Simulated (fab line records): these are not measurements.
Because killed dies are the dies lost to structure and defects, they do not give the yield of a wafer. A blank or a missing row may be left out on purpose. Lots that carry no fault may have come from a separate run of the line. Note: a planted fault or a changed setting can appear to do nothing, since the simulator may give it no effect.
The tool behind it: which one? | flow sky130 | at 1 step of a route of 708, 7 lots with 21 wafers sampled

WHAT THE GAUGES READ, wafer by wafer
SKY_NWELL_OVL_MEAS_23.
lot  | measured     | on         | NWELL_01_OVL (nm)
L486 | day 5 19:10  | overlay-01 | 3.4 2.6 0.9
L491 | day 7 05:49  | overlay-01 | 2.0 0.6 1.0
L494 | day 7 19:56  | overlay-01 | 2.5 0.5 2.4
L500 | day 9 07:25  | overlay-02 | -1.4 -0.5 0.6
L502 | day 9 18:46  | overlay-01 | 1.3 -2.8 0.6
L504 | day 10 08:55 | overlay-02 | 0.1 0.8 0.5
L507 | day 11 01:58 | overlay-01 | 2.0 1.1 1.3

EACH LOT AND THE TOOL THAT RAN IT (in order: tool; ch and the chambers of the sampled wafers; start)
Record: no process step prior to these readings.

THE ANSWER, worked out from the rows above alone
Rule: the lots themselves supply what counts as usual. The widest of any qualifying gaps counts: lots, ordered by their means at a reading, are off when they make up no more than a third of the lots, leave a main group of 4 or more, and stand apart from it by 3 or more times the standard deviation of that group's means. A main group is skipped when, at the precision printed for the reading in the tables above, its means are all equal. A lot without any number at a reading at which 4 lots or more have one is off too. The other lots that the step has rows for count as sound.
No lot is off on any of the readings shown, so nothing can be concluded from this.

WHAT THE SIMULATOR HAD PUT IN
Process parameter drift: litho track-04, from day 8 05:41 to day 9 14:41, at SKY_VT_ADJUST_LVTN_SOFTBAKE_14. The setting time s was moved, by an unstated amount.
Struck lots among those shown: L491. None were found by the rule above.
